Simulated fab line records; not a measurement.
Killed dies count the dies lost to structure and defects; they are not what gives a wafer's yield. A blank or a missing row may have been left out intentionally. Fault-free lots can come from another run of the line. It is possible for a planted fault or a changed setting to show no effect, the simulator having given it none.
8D (eight disciplines) problem report, filled in by code + flow gf180mcu + the parts of the form that need people (team, actions taken, sign-off) are left out

== 1. THE ISSUE ==
A mean of 5.452 Pa is read at GF_V1_SPUTTER_22 for chamber pressure pa, taken on 1 wafer of 1 lot, against 5.002 Pa (standard deviation 0.01) on wafers free of any fault. Relative to the usual mean, that is a shift of +45 standard deviations.
The step: material TiN, target thk 10 nm, time 40 s.
First observed at day 19 09:50: wafer L627.4, on pvd sputter-04. Wafers with a number at this step in the record: 15, from 5 lots. The rule behind "out" and "out of limits": a value lying over 4 standard deviations away from the usual mean. Any other wafer with a number is counted as sound.

== 2. WHAT IT IS, AND WHAT IT ISN'T ==
| question                    | is                  | is not                                                                                |
|-----------------------------|---------------------|---------------------------------------------------------------------------------------|
| which readings at this step | chamber pressure pa | throttle valve pct                                                                    |
| which lots                  | L627                | L636, L641, L643, L644                                                                |
| which wafers of those lots  | L627.4              | L627.1, L627.3                                                                        |
| read on which tools         | pvd sputter-04      | pvd sputter-02, pvd sputter-03                                                        |
| when                        | from day 19 09:50   | up to then (2 sound wafers); but 12 sound wafers of L636, L641, L643, L644 came after |

== 3. THE SUSPECTS, EACH WITH WHAT RULES IT OUT ==
Counting: any tool at a process step up to the reading remains a suspect provided it ran every lot that is out. Sound lots after the first of them don't rule it out here, since some wafers of a struck lot are sound.
- rie diel-01 at GF_V1_ETCH_16 (etches BARC in N2/H2): kept. It ran the lot that is out, L627 (day 19 09:05).
- rie diel-01 at GF_V1_ETCH_17 (etches SiO2 in C4F8/O2/Ar, stops on TiN, target depth 630 nm): kept. It ran the lot that is out, L627 (day 19 09:13). GF_V1_ETCH_17: start missing for some lots; hours and lot order therefore follow GF_V1_STRIP_18.
- plasma asher-03 at GF_V1_STRIP_18 (strips in O2/N2): kept. It ran the lot that is out, L627 (day 19 09:13).
- pvd sputter-04 at GF_V1_SPUTTER_21 (material Ti, target thk 15 nm, time 80.02 s): kept. It ran the lot that is out, L627 (day 19 09:46).
- pvd sputter-04 at GF_V1_SPUTTER_22 (material TiN, target thk 10 nm, time 40 s): kept. It ran the lot that is out, L627 (day 19 09:50). Out on those wafers are its own readings of chamber pressure pa.
- At GF_V1_ETCH_16, inside rie diel-01: chamber 3 took the wafers that are out, while their sound lot-mates went through chambers 0, 2.
- At GF_V1_ETCH_17, inside rie diel-01: chamber 3 took the wafers that are out, while their sound lot-mates went through chambers 0, 2.
- At GF_V1_STRIP_18 on plasma asher-03, chamber 1 took the sound wafers of the same lots and chamber 0 took the wafers that are out.
Left after counting: rie diel-01 at GF_V1_ETCH_16, rie diel-01 at GF_V1_ETCH_17, plasma asher-03 at GF_V1_STRIP_18, pvd sputter-04 at GF_V1_SPUTTER_21, pvd sputter-04 at GF_V1_SPUTTER_22.

== 4. THE CAUSE (what the simulator had put in) ==
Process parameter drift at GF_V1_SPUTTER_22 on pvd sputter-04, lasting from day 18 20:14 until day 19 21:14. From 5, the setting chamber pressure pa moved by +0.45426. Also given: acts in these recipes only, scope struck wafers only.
5 suspects survive the count, and this tool is in that group.

== 5. SEQUENCE OF EFFECTS, ordered by route ==
Each row: a reading whose mean over the struck wafers that have a number lies more than 3 standard deviations from the usual. Only readings whose record carries a usual standard deviation are examined. hours: median over the lots of the time between each lot's start at the first step of this table that gives one and its start at this step. sigmas: the change, counted in usual standard deviations.
| hours | step             | reading             | usual    | on struck wafers | change | sigmas |
|-------|------------------|---------------------|----------|------------------|--------|--------|
| 0     | GF_V1_SPUTTER_22 | chamber pressure pa | 5.002 Pa | 5.452            | +0.450 | +45    |
It contains these process steps:
- GF_V1_SPUTTER_22: material TiN, target thk 10 nm, time 40 s.

== 6. HOW IT WOULD HAVE BEEN CAUGHT EARLIER ==
The fault began at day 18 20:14; the first out-of-limits reading in this record came at day 19 09:50, 14 hours later.
